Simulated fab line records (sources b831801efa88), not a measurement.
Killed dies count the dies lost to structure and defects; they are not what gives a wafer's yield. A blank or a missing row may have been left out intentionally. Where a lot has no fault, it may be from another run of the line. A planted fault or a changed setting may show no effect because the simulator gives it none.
Which of the tools did it? -- flow gf180mcu -- 33 wafers from 11 lots sampled at 2 of the route's 602 steps

== WHAT THE GAUGES READ, wafer by wafer ==
GF_MVPSD_OVL_MEAS_07.
lot,measured,on,MVPSD_OVL (nm)
L878,day 4 23:34,overlay-01,0.7 2.6 1.0
L879,day 5 09:22,overlay-01,1.9 2.7 1.4
L880,day 5 16:43,overlay-01,3.0 0.9 -0.2
L881,day 5 17:04,overlay-02,0.5 1.5 1.4
L883,day 6 10:41,overlay-02,1.9 -0.1 0.4
L890,day 7 20:49,overlay-01,292.5 293.4 293.1
L891,day 8 06:25,overlay-01,292.6 291.4 290.3
L893,day 8 16:52,overlay-01,1.3 0.4 1.2
L895,day 9 04:28,overlay-02,2.1 0.4 1.8
L899,day 10 02:43,overlay-01,3.2 1.6 0.8
L900,day 10 08:58,overlay-02,-1.3 -0.4 -0.3

== TOOL THAT RAN EACH LOT (tool first, then ch and the chambers of the sampled wafers, then the start) ==
lot,GF_MVPSD_EXPOSE_04
L878,"ilineStepper-01 ch 0, day 4 17:06"
L879,"ilineStepper-01 ch 0, day 5 02:22"
L880,"ilineStepper-01 ch 0, day 5 09:53"
L881,"ilineStepper-02 ch 0, day 5 10:26"
L883,"ilineStepper-01 ch 0, day 6 03:50"
L890,"ilineStepper-01 ch 0, day 7 13:40"
L891,"ilineStepper-01 ch 0, day 7 22:34"
L893,"ilineStepper-02 ch 0, day 8 09:22"
L895,"ilineStepper-02 ch 0, day 8 20:37"
L899,"ilineStepper-02 ch 0, day 9 17:59"
L900,"ilineStepper-02 ch 0, day 10 01:22"
- GF_MVPSD_EXPOSE_04: exposes mask MVPSD, target cd 1000 nm.

== THE ANSWER, worked out from the rows above alone ==
Rule: what is usual is taken from the lots themselves. Put in order of their means at a reading, lots are off if they are a third of the lots or fewer, leave a main group of 4 or more, and stand apart from it by a gap of 3 or more times the standard deviation of the main group's means; of several such gaps the widest counts. If all means in a main group match to the digits the tables above print for the reading, that group is not used. A lot without any number at a reading at which 4 lots or more have one is off too. All remaining lots with rows at the step are treated as sound.
Off: at GF_MVPSD_OVL_MEAS_07 (MVPSD_OVL), L890, L891. For the main group the mean is 1.1 nm and the standard deviation 0.74.
A tool fits if, at a process step before that reading, it ran every lot that is off, and no sound lot after the first of them. Those tools and the gauges at GF_MVPSD_OVL_MEAS_07 are tried in the same way. One fits: GF_MVPSD_EXPOSE_04 on ilineStepper-01. Its last sound lot is L883 (day 6 03:50), its first lot that is off L890 (day 7 13:40): a fault that began between those two fits.

== WHAT THE SIMULATOR PUT IN ==
Scanner matching overlay: ilineStepper-01, from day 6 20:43 on, at GF_MVPSD_EXPOSE_04. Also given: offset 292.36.
Shown lots that were struck: L890, L891. The rule above reached the same finding.
